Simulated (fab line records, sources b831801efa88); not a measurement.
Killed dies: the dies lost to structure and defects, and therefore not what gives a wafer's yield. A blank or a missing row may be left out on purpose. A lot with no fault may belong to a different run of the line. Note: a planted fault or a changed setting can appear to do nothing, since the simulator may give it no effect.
What tool caused it? / flow sky130 / 13 lots with 39 wafers sampled at 7 steps, on a route of 708 steps

WHAT THE GAUGES READ, wafer by wafer
SKY_LOCAL_INTERCONNECT_RS_MEAS_01: a four-point-probe measurement. Usual: LOCAL_INTERCONNECT_TIN_RS gives 14.11 ohm/sq (standard deviation 0.13).
lot=L963; measured=day 29 01:28; on=film_metro-02; LOCAL_INTERCONNECT_TIN_RS (ohm/sq)=14.00 13.93 13.90; flag=
lot=L964; measured=day 29 23:04; on=film_metro-02; LOCAL_INTERCONNECT_TIN_RS (ohm/sq)=14.09 14.07 13.94; flag=
lot=L965; measured=day 30 02:52; on=film_metro-03; LOCAL_INTERCONNECT_TIN_RS (ohm/sq)=14.05 14.08 13.98; flag=
lot=L966; measured=day 30 06:38; on=film_metro-02; LOCAL_INTERCONNECT_TIN_RS (ohm/sq)=14.23 14.04 14.16; flag=
lot=L968; measured=day 30 21:32; on=film_metro-02; LOCAL_INTERCONNECT_TIN_RS (ohm/sq)=14.32 14.20 14.25; flag=
lot=L967; measured=day 31 07:44; on=film_metro-01; LOCAL_INTERCONNECT_TIN_RS (ohm/sq)=14.08 14.13 14.02; flag=
lot=L969; measured=day 31 22:24; on=film_metro-02; LOCAL_INTERCONNECT_TIN_RS (ohm/sq)=14.17 13.99 14.14; flag=
lot=L971; measured=day 32 16:23; on=film_metro-02; LOCAL_INTERCONNECT_TIN_RS (ohm/sq)=13.95 13.97 13.76; flag=
lot=L972; measured=day 32 20:52; on=film_metro-01; LOCAL_INTERCONNECT_TIN_RS (ohm/sq)=14.10 14.06 14.18; flag=
lot=L973; measured=day 33 12:25; on=film_metro-01; LOCAL_INTERCONNECT_TIN_RS (ohm/sq)=12.04 13.99 14.12 12.08 13.99 14.12; flag=OFF
lot=L974; measured=day 33 14:08; on=film_metro-02; LOCAL_INTERCONNECT_TIN_RS (ohm/sq)=14.20 14.12 14.11; flag=
lot=L977; measured=day 34 04:52; on=film_metro-02; LOCAL_INTERCONNECT_TIN_RS (ohm/sq)=14.09 14.09 14.08; flag=
lot=L986; measured=day 37 00:16; on=film_metro-03; LOCAL_INTERCONNECT_TIN_RS (ohm/sq)=14.29 14.25 14.32; flag=

SKY_LOCAL_INTERCONNECT_THK_MEAS_02: measures by xrf. Usual: LOCAL_INTERCONNECT_TIN_THK gives 98.1 nm (standard deviation 0.88).
lot=L963; measured=day 29 01:35; on=film_metro-02; LOCAL_INTERCONNECT_TIN_THK (nm)=98.4 99.2 99.4; flag=
lot=L964; measured=day 29 23:11; on=film_metro-02; LOCAL_INTERCONNECT_TIN_THK (nm)=97.8 98.5 98.9; flag=
lot=L965; measured=day 30 02:59; on=film_metro-03; LOCAL_INTERCONNECT_TIN_THK (nm)=98.0 97.9 98.8; flag=
lot=L966; measured=day 30 06:44; on=film_metro-02; LOCAL_INTERCONNECT_TIN_THK (nm)=97.1 98.2 97.1; flag=
lot=L968; measured=day 30 21:39; on=film_metro-02; LOCAL_INTERCONNECT_TIN_THK (nm)=96.6 97.4 96.8; flag=
lot=L967; measured=day 31 07:51; on=film_metro-01; LOCAL_INTERCONNECT_TIN_THK (nm)=98.2 97.8 98.7; flag=
lot=L969; measured=day 31 22:31; on=film_metro-02; LOCAL_INTERCONNECT_TIN_THK (nm)=97.9 98.8 97.4; flag=
lot=L971; measured=day 32 16:31; on=film_metro-02; LOCAL_INTERCONNECT_TIN_THK (nm)=100.0 99.3 100.6; flag=
lot=L972; measured=day 32 20:58; on=film_metro-01; LOCAL_INTERCONNECT_TIN_THK (nm)=97.8 98.1 97.2; flag=
lot=L973; measured=day 33 15:41; on=film_metro-01; LOCAL_INTERCONNECT_TIN_THK (nm)=113.4 98.2 97.5 113.2 98.7 97.5; flag=OFF
lot=L974; measured=day 33 14:16; on=film_metro-02; LOCAL_INTERCONNECT_TIN_THK (nm)=97.3 98.4 98.0; flag=
lot=L977; measured=day 34 04:59; on=film_metro-02; LOCAL_INTERCONNECT_TIN_THK (nm)=98.2 97.8 98.0; flag=
lot=L986; measured=day 37 00:22; on=film_metro-03; LOCAL_INTERCONNECT_TIN_THK (nm)=97.4 97.4 96.5; flag=

SKY_CONTACT_THK_MEAS_01. Usual: CONTACT_CVD_00_THK gives 75.2 nm (standard deviation 1.1).
lot=L963; measured=day 30 05:45; on=film_metro-02; CONTACT_CVD_00_THK (nm)=74.7 74.7 75.4; flag=
lot=L964; measured=day 31 03:06; on=film_metro-03; CONTACT_CVD_00_THK (nm)=73.9 74.4 73.4; flag=
lot=L965; measured=day 31 07:04; on=film_metro-04; CONTACT_CVD_00_THK (nm)=74.6 73.8 76.3; flag=
lot=L966; measured=day 31 11:22; on=film_metro-04; CONTACT_CVD_00_THK (nm)=74.0 76.9 75.0; flag=
lot=L968; measured=day 32 01:27; on=film_metro-04; CONTACT_CVD_00_THK (nm)=73.6 76.5 75.9; flag=
lot=L967; measured=day 32 11:57; on=film_metro-04; CONTACT_CVD_00_THK (nm)=75.3 75.7 75.8; flag=
lot=L969; measured=day 33 02:22; on=film_metro-04; CONTACT_CVD_00_THK (nm)=76.7 76.9 78.1; flag=
lot=L971; measured=day 33 19:43; on=film_metro-02; CONTACT_CVD_00_THK (nm)=74.5 75.3 74.9; flag=
lot=L972; measured=day 34 00:08; on=film_metro-02; CONTACT_CVD_00_THK (nm)=76.6 76.0 77.9; flag=
lot=L973; measured=day 34 15:01; on=film_metro-02; CONTACT_CVD_00_THK (nm)=74.6 76.8 75.2; flag=
lot=L974; measured=day 34 16:10; on=film_metro-03; CONTACT_CVD_00_THK (nm)=75.7 76.1 77.1; flag=
lot=L977; measured=day 35 06:57; on=film_metro-02; CONTACT_CVD_00_THK (nm)=75.3 73.5 74.7; flag=
lot=L986; measured=day 38 03:32; on=film_metro-03; CONTACT_CVD_00_THK (nm)=74.5 76.0 76.6; flag=

WHICH TOOL RAN EACH LOT (tool, then ch and the chambers of the sampled wafers, then the start)
lot=L963; SKY_LDD_HVN_STRIP_09=plasma_asher-04 ch 0,1, day 20 05:36; SKY_RES_XHIGH_STRIP_08=plasma_asher-02 ch 0,1, day 26 13:26; SKY_LOCAL_INTERCONNECT_SPUTTER_00=pvd_sputter-03, day 29 01:25; SKY_LOCAL_INTERCONNECT_METAL_ETCH_14=rie_metal-04 ch 0,1, day 30 04:59
lot=L964; SKY_LDD_HVN_STRIP_09=plasma_asher-01 ch 0,1, day 20 17:10; SKY_RES_XHIGH_STRIP_08=plasma_asher-03 ch 0,1, day 27 12:40; SKY_LOCAL_INTERCONNECT_SPUTTER_00=pvd_sputter-02, day 29 23:01; SKY_LOCAL_INTERCONNECT_METAL_ETCH_14=rie_metal-04 ch 0,1, day 31 02:26
lot=L965; SKY_LDD_HVN_STRIP_09=plasma_asher-02 ch 0,1, day 21 06:01; SKY_RES_XHIGH_STRIP_08=plasma_asher-02 ch 0,1, day 27 16:00; SKY_LOCAL_INTERCONNECT_SPUTTER_00=pvd_sputter-02, day 30 02:49; SKY_LOCAL_INTERCONNECT_METAL_ETCH_14=rie_metal-03 ch 0,1, day 31 06:23
lot=L966; SKY_LDD_HVN_STRIP_09=plasma_asher-04 ch 0,1, day 21 15:02; SKY_RES_XHIGH_STRIP_08=plasma_asher-04 ch 0,1, day 27 20:59; SKY_LOCAL_INTERCONNECT_SPUTTER_00=pvd_sputter-04, day 30 06:31; SKY_LOCAL_INTERCONNECT_METAL_ETCH_14=rie_metal-04 ch 0,1, day 31 10:39
lot=L968; SKY_LDD_HVN_STRIP_09=plasma_asher-04 ch 0,1, day 22 05:41; SKY_RES_XHIGH_STRIP_08=plasma_asher-04 ch 0,1, day 28 10:19; SKY_LOCAL_INTERCONNECT_SPUTTER_00=pvd_sputter-03, day 30 21:28; SKY_LOCAL_INTERCONNECT_METAL_ETCH_14=rie_metal-02 ch 0, day 32 00:45
lot=L967; SKY_LDD_HVN_STRIP_09=plasma_asher-04 ch 0,1, day 22 17:03; SKY_RES_XHIGH_STRIP_08=plasma_asher-02 ch 0,1, day 28 21:03; SKY_LOCAL_INTERCONNECT_SPUTTER_00=pvd_sputter-03, day 31 07:40; SKY_LOCAL_INTERCONNECT_METAL_ETCH_14=rie_metal-02 ch 0,1, day 32 11:15
lot=L969; SKY_LDD_HVN_STRIP_09=plasma_asher-04 ch 0,1, day 23 11:01; SKY_RES_XHIGH_STRIP_08=plasma_asher-04 ch 0,1, day 29 12:39; SKY_LOCAL_INTERCONNECT_SPUTTER_00=pvd_sputter-02, day 31 22:19; SKY_LOCAL_INTERCONNECT_METAL_ETCH_14=rie_metal-03 ch 0,1, day 33 01:41
lot=L971; SKY_LDD_HVN_STRIP_09=plasma_asher-02 ch 0,1, day 24 05:44; SKY_RES_XHIGH_STRIP_08=plasma_asher-03 ch 1, day 30 07:34; SKY_LOCAL_INTERCONNECT_SPUTTER_00=pvd_sputter-02, day 32 16:20; SKY_LOCAL_INTERCONNECT_METAL_ETCH_14=rie_metal-04 ch 0, day 33 19:02
lot=L972; SKY_LDD_HVN_STRIP_09=plasma_asher-02 ch 0,1, day 24 09:42; SKY_RES_XHIGH_STRIP_08=plasma_asher-04 ch 0,1, day 30 11:26; SKY_LOCAL_INTERCONNECT_SPUTTER_00=pvd_sputter-04, day 32 20:46; SKY_LOCAL_INTERCONNECT_METAL_ETCH_14=rie_metal-02 ch 0,1, day 33 23:27
lot=L973; SKY_LDD_HVN_STRIP_09=plasma_asher-01 ch 0,1, day 25 02:20; SKY_RES_XHIGH_STRIP_08=plasma_asher-02 ch 0,1, day 31 03:35; SKY_LOCAL_INTERCONNECT_SPUTTER_00=pvd_sputter-02, day 33 12:19; SKY_LOCAL_INTERCONNECT_METAL_ETCH_14=rie_metal-02 ch 1, day 34 14:18
lot=L974; SKY_LDD_HVN_STRIP_09=plasma_asher-01 ch 0,1, day 25 05:02; SKY_RES_XHIGH_STRIP_08=plasma_asher-02 ch 0,1, day 31 05:28; SKY_LOCAL_INTERCONNECT_SPUTTER_00=pvd_sputter-03, day 33 14:05; SKY_LOCAL_INTERCONNECT_METAL_ETCH_14=rie_metal-04 ch 0,1, day 34 15:29
lot=L977; SKY_LDD_HVN_STRIP_09=plasma_asher-04 ch 0,1, day 25 23:57; SKY_RES_XHIGH_STRIP_08=plasma_asher-04 ch 0,1, day 31 21:37; SKY_LOCAL_INTERCONNECT_SPUTTER_00=pvd_sputter-04, day 34 04:49; SKY_LOCAL_INTERCONNECT_METAL_ETCH_14=rie_metal-02 ch 1, day 35 06:12
lot=L986; SKY_LDD_HVN_STRIP_09=plasma_asher-02 ch 0,1, day 28 21:46; SKY_RES_XHIGH_STRIP_08=plasma_asher-04 ch 0,1, day 34 17:27; SKY_LOCAL_INTERCONNECT_SPUTTER_00=pvd_sputter-03, day 37 00:11; SKY_LOCAL_INTERCONNECT_METAL_ETCH_14=rie_metal-02 ch 0, day 38 02:22
- SKY_LDD_HVN_STRIP_09: strips in O2/N2.
- SKY_RES_XHIGH_STRIP_08: strips in O2/N2.
- SKY_LOCAL_INTERCONNECT_SPUTTER_00: material TiN, target thk 100 nm, time 83.3 s.
- SKY_LOCAL_INTERCONNECT_METAL_ETCH_14: etches TiN in Cl2/BCl3, stops on PSG, target depth 110 nm, time 31.4 s.

AS READ BY THE TOOLS THEMSELVES (means over the sampled wafers that have a number; for cases with no such wafer, the mark the record gives instead)
SKY_LDD_HVN_STRIP_09. Usual: drypump_motor_current_A 5.7 A, standard deviation 0.34; oes_product_au 0.409 a.u., standard deviation 0.0047; strip_time_to_endpoint_s 4.140 s, standard deviation 0.014.
lot=L963; tool=plasma_asher-04; drypump_motor_current_A (A)=5.6; oes_product_au (a.u.)=0.408; strip_time_to_endpoint_s (s)=4.129; flag=
lot=L964; tool=plasma_asher-01; drypump_motor_current_A (A)=6.0; oes_product_au (a.u.)=0.413; strip_time_to_endpoint_s (s)=4.155; flag=
lot=L965; tool=plasma_asher-02; drypump_motor_current_A (A)=5.7; oes_product_au (a.u.)=0.408; strip_time_to_endpoint_s (s)=4.136; flag=
lot=L966; tool=plasma_asher-04; drypump_motor_current_A (A)=5.6; oes_product_au (a.u.)=0.407; strip_time_to_endpoint_s (s)=4.143; flag=
lot=L968; tool=plasma_asher-04; drypump_motor_current_A (A)=5.7; oes_product_au (a.u.)=0.414; strip_time_to_endpoint_s (s)=4.142; flag=
lot=L967; tool=plasma_asher-04; drypump_motor_current_A (A)=5.6; oes_product_au (a.u.)=0.409; strip_time_to_endpoint_s (s)=4.144; flag=
lot=L969; tool=plasma_asher-04; drypump_motor_current_A (A)=5.5; oes_product_au (a.u.)=0.412; strip_time_to_endpoint_s (s)=4.163; flag=
lot=L971; tool=plasma_asher-02; drypump_motor_current_A (A)=5.7; oes_product_au (a.u.)=0.412; strip_time_to_endpoint_s (s)=4.151; flag=
lot=L972; tool=plasma_asher-02; drypump_motor_current_A (A)=5.9; oes_product_au (a.u.)=0.403; strip_time_to_endpoint_s (s)=4.138; flag=
lot=L973; tool=plasma_asher-01; drypump_motor_current_A (A)=6.0; oes_product_au (a.u.)=0.409; strip_time_to_endpoint_s (s)=4.154; flag=
lot=L974; tool=plasma_asher-01; drypump_motor_current_A (A)=5.9; oes_product_au (a.u.)=0.406; strip_time_to_endpoint_s (s)=4.130; flag=
lot=L977; tool=plasma_asher-04; drypump_motor_current_A (A)=5.6; oes_product_au (a.u.)=0.413; strip_time_to_endpoint_s (s)=4.137; flag=
lot=L986; tool=plasma_asher-02; drypump_motor_current_A (A)=5.7; oes_product_au (a.u.)=0.406; strip_time_to_endpoint_s (s)=4.135; flag=

SKY_RES_XHIGH_STRIP_08. Usual: drypump_motor_current_A 5.6 A, standard deviation 0.36; oes_product_au 0.711 a.u., standard deviation 0.0046; strip_time_to_endpoint_s 14.27 s, standard deviation 0.054.
lot=L963; tool=plasma_asher-02; drypump_motor_current_A (A)=5.9; oes_product_au (a.u.)=0.713; strip_time_to_endpoint_s (s)=14.20; flag=
lot=L964; tool=plasma_asher-03; drypump_motor_current_A (A)=5.6; oes_product_au (a.u.)=0.707; strip_time_to_endpoint_s (s)=14.28; flag=
lot=L965; tool=plasma_asher-02; drypump_motor_current_A (A)=5.9; oes_product_au (a.u.)=0.710; strip_time_to_endpoint_s (s)=14.22; flag=
lot=L966; tool=plasma_asher-04; drypump_motor_current_A (A)=5.6; oes_product_au (a.u.)=0.711; strip_time_to_endpoint_s (s)=14.24; flag=
lot=L968; tool=plasma_asher-04; drypump_motor_current_A (A)=5.5; oes_product_au (a.u.)=0.712; strip_time_to_endpoint_s (s)=14.35; flag=
lot=L967; tool=plasma_asher-02; drypump_motor_current_A (A)=5.7; oes_product_au (a.u.)=0.711; strip_time_to_endpoint_s (s)=14.20; flag=
lot=L969; tool=plasma_asher-04; drypump_motor_current_A (A)=5.6; oes_product_au (a.u.)=0.710; strip_time_to_endpoint_s (s)=14.28; flag=
lot=L971; tool=plasma_asher-03; drypump_motor_current_A (A)=5.8; oes_product_au (a.u.)=0.710; strip_time_to_endpoint_s (s)=14.30; flag=
lot=L972; tool=plasma_asher-04; drypump_motor_current_A (A)=5.5; oes_product_au (a.u.)=0.711; strip_time_to_endpoint_s (s)=14.35; flag=
lot=L973; tool=plasma_asher-02; drypump_motor_current_A (A)=5.9; oes_product_au (a.u.)=0.714; strip_time_to_endpoint_s (s)=14.31; flag=
lot=L974; tool=plasma_asher-02; drypump_motor_current_A (A)=5.7; oes_product_au (a.u.)=0.716; strip_time_to_endpoint_s (s)=14.35; flag=
lot=L977; tool=plasma_asher-04; drypump_motor_current_A (A)=5.6; oes_product_au (a.u.)=0.710; strip_time_to_endpoint_s (s)=14.35; flag=
lot=L986; tool=plasma_asher-04; drypump_motor_current_A (A)=5.6; oes_product_au (a.u.)=0.714; strip_time_to_endpoint_s (s)=14.32; flag=

SKY_LOCAL_INTERCONNECT_SPUTTER_00. Usual: cathode_dc_power_W 6499.8 W, standard deviation 1.2; throttle_valve_pct 29.8 %, standard deviation 1.2.
lot=L963; tool=pvd_sputter-03; cathode_dc_power_W (W)=6499.8; throttle_valve_pct (%)=31.0; flag=
lot=L964; tool=pvd_sputter-02; cathode_dc_power_W (W)=6497.8; throttle_valve_pct (%)=30.3; flag=
lot=L965; tool=pvd_sputter-02; cathode_dc_power_W (W)=6499.7; throttle_valve_pct (%)=30.5; flag=
lot=L966; tool=pvd_sputter-04; cathode_dc_power_W (W)=6498.9; throttle_valve_pct (%)=28.5; flag=
lot=L968; tool=pvd_sputter-03; cathode_dc_power_W (W)=6498.9; throttle_valve_pct (%)=29.1; flag=
lot=L967; tool=pvd_sputter-03; cathode_dc_power_W (W)=6500.3; throttle_valve_pct (%)=29.8; flag=
lot=L969; tool=pvd_sputter-02; cathode_dc_power_W (W)=6500.0; throttle_valve_pct (%)=30.5; flag=
lot=L971; tool=pvd_sputter-02; cathode_dc_power_W (W)=6500.6; throttle_valve_pct (%)=29.7; flag=
lot=L972; tool=pvd_sputter-04; cathode_dc_power_W (W)=6498.8; throttle_valve_pct (%)=28.7; flag=
lot=L973; tool=pvd_sputter-02; cathode_dc_power_W (W)=6866.1; throttle_valve_pct (%)=30.0; flag=OFF
lot=L974; tool=pvd_sputter-03; cathode_dc_power_W (W)=6499.3; throttle_valve_pct (%)=28.7; flag=
lot=L977; tool=pvd_sputter-04; cathode_dc_power_W (W)=6499.3; throttle_valve_pct (%)=29.8; flag=
lot=L986; tool=pvd_sputter-03; cathode_dc_power_W (W)=6499.1; throttle_valve_pct (%)=30.0; flag=

SKY_LOCAL_INTERCONNECT_METAL_ETCH_14. Usual: drypump_motor_current_A 5.9 A, standard deviation 0.37; he_backside_leak_sccm 3.42 sccm, standard deviation 0.28; oes_product_au 0.941 a.u., standard deviation 0.0064; throttle_valve_pct 21.902 %, standard deviation 0.0094.
lot=L963; tool=rie_metal-04; drypump_motor_current_A (A)=5.9; he_backside_leak_sccm (sccm)=3.34; oes_product_au (a.u.)=0.946; throttle_valve_pct (%)=21.893; flag=
lot=L964; tool=rie_metal-04; drypump_motor_current_A (A)=5.9; he_backside_leak_sccm (sccm)=3.34; oes_product_au (a.u.)=0.947; throttle_valve_pct (%)=21.903; flag=
lot=L965; tool=rie_metal-03; drypump_motor_current_A (A)=5.9; he_backside_leak_sccm (sccm)=3.36; oes_product_au (a.u.)=0.944; throttle_valve_pct (%)=21.898; flag=
lot=L966; tool=rie_metal-04; drypump_motor_current_A (A)=5.8; he_backside_leak_sccm (sccm)=3.56; oes_product_au (a.u.)=0.936; throttle_valve_pct (%)=21.907; flag=
lot=L968; tool=rie_metal-02; drypump_motor_current_A (A)=6.0; he_backside_leak_sccm (sccm)=3.66; oes_product_au (a.u.)=0.938; throttle_valve_pct (%)=21.909; flag=
lot=L967; tool=rie_metal-02; drypump_motor_current_A (A)=6.1; he_backside_leak_sccm (sccm)=3.45; oes_product_au (a.u.)=0.940; throttle_valve_pct (%)=21.901; flag=
lot=L969; tool=rie_metal-03; drypump_motor_current_A (A)=6.0; he_backside_leak_sccm (sccm)=3.33; oes_product_au (a.u.)=0.942; throttle_valve_pct (%)=21.907; flag=
lot=L971; tool=rie_metal-04; drypump_motor_current_A (A)=6.2; he_backside_leak_sccm (sccm)=3.22; oes_product_au (a.u.)=0.951; throttle_valve_pct (%)=21.886; flag=
lot=L972; tool=rie_metal-02; drypump_motor_current_A (A)=6.1; he_backside_leak_sccm (sccm)=3.51; oes_product_au (a.u.)=0.939; throttle_valve_pct (%)=21.902; flag=
lot=L973; tool=rie_metal-02; drypump_motor_current_A (A)=6.1; he_backside_leak_sccm (sccm)=3.35; oes_product_au (a.u.)=0.955; throttle_valve_pct (%)=21.892; flag=
lot=L974; tool=rie_metal-04; drypump_motor_current_A (A)=5.8; he_backside_leak_sccm (sccm)=3.31; oes_product_au (a.u.)=0.935; throttle_valve_pct (%)=21.893; flag=
lot=L977; tool=rie_metal-02; drypump_motor_current_A (A)=6.1; he_backside_leak_sccm (sccm)=3.17; oes_product_au (a.u.)=0.937; throttle_valve_pct (%)=21.907; flag=
lot=L986; tool=rie_metal-02; drypump_motor_current_A (A)=6.0; he_backside_leak_sccm (sccm)=3.59; oes_product_au (a.u.)=0.935; throttle_valve_pct (%)=21.903; flag=

THE ANSWER, worked out from the rows above alone
Rule: a lot counts as off when the mean over its wafers that have a number is more than 3 standard deviations away from the usual mean. Also off: a lot with no number at a reading for which 4 or more lots have one. The other lots that the step has rows for count as sound. First the gauges in route order, then the tools' own readings, where a lot's mean is used as printed above. At the first step where some lot is off, the reading lying furthest off is the one used; lots without a number count as furthest.
Off: at SKY_LOCAL_INTERCONNECT_RS_MEAS_01 (LOCAL_INTERCONNECT_TIN_RS), L973.
A tool fits if, at a process step before that reading, it ran every lot that is off, and no sound lot after the first of them. Not tried: the gauges at SKY_LOCAL_INTERCONNECT_RS_MEAS_01; whatever is off there is also off at SKY_LOCAL_INTERCONNECT_SPUTTER_00, on other tools, and gauge error can't account for it. One fits: pvd_sputter-02 at SKY_LOCAL_INTERCONNECT_SPUTTER_00. Its last sound lot is L971 (day 32 16:20), its first lot that is off L973 (day 33 12:19): a fault that began between those two fits.
The tool's own readings at SKY_LOCAL_INTERCONNECT_SPUTTER_00 bear it out: on the lots that are off they differ by more than 5 times the standard deviation of the sound lots' means. cathode_dc_power_W reads 6866.1 W there against 6499.4 W on the sound lots.

WHAT HAD BEEN PUT IN BY THE SIMULATOR
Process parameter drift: pvd_sputter-02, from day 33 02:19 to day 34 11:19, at SKY_LOCAL_INTERCONNECT_SPUTTER_00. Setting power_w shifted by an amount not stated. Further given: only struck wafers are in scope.
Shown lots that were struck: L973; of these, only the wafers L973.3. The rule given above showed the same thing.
